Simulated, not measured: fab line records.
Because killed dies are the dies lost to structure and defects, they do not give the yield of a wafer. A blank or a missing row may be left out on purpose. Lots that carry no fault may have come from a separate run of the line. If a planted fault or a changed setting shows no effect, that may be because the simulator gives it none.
A single fault, viewed from 2 desks | flow gf180mcu | what lay behind the numbers comes last; until then each desk has only its own

== DESK OF THE TOOL OWNER: rie diel-01 ==
The tool's own readings at GF_V3_ETCH_17 (etches SiO2 in C4F8/O2/Ar, stops on TiN, target depth 635 nm): means of the sampled wafers that have a number, for each lot that ran on this tool. A lot is out of limits, marked OUT, if its mean lies more than 4 standard deviations from the usual mean; the brackets give that distance.
Columns: A = bias w at GF_V3_ETCH_17, usual 1200 W; B = oes product au at GF_V3_ETCH_17, usual 0.857 a.u.
lot  | first seen here | A              | B
L971 | day 22 06:00    | 1198           | 0.859
L985 | day 27 11:00    | 1422 (+67) OUT | 0.854
L986 | day 27 16:00    | 1422 (+67) OUT | 0.858
L987 | day 27 19:00    | 1422 (+67) OUT | 0.860
Finding of this desk: L985, L986, L987 out of limits; the first was L985 at day 27 11:00, on bias w at GF_V3_ETCH_17. Within limits: L971.

== AT THE METROLOGY DESK ==
What the gauges read, lot by lot, whatever tool the lot ran on: means of the sampled wafers that have a number. A lot is out of limits, marked OUT, if its mean lies more than 4 standard deviations from the usual mean; the brackets give that distance.
Columns: A = V3_BOW at GF_V3_BOW_MEAS_05, usual 116 um; B = cd nm at GF_V3_CD_MEAS_14, usual 260.3 nm; C = V3_OVL at GF_V3_OVL_MEAS_15, usual 2 nm
lot  | first seen here | A   | B     | C
L971 | day 21 06:46    | 121 | 258.2 | 7
L977 | day 23 19:00    | 136 | 261.9 | 4
L985 | day 26 15:15    | 120 | 260.9 | 1
L986 | day 26 20:57    | 112 | 261.8 | -1
L987 | day 26 23:02    | 112 | 259.1 | 4
L992 | day 28 12:08    | 107 | 261.4 | -4
L993 | day 28 17:07    | 126 | 262.2 | 4
This desk's finding: nothing out of limits on any of the 7 lots.

== TAKEN TOGETHER ==
The tool owner's desk could have raised an alarm at day 27 11:00, on L985, L986, L987.
Nothing out of limits was seen by the metrology desk.
The metrology desk has L985, L986, L987 on record, within its limits.
Every lot named ran GF_V3_ETCH_17 on rie diel-01.

== WHAT THE SIMULATOR HAD INSERTED ==
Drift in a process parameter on rie diel-01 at GF_V3_ETCH_17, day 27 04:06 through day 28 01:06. The setting bias w was moved by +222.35, starting from 1200. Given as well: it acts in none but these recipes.
Struck lots among those shown: L985, L986, L987.
How many hours passed from the start of the fault until each desk's first out-of-limits reading: the tool owner's desk, 7.
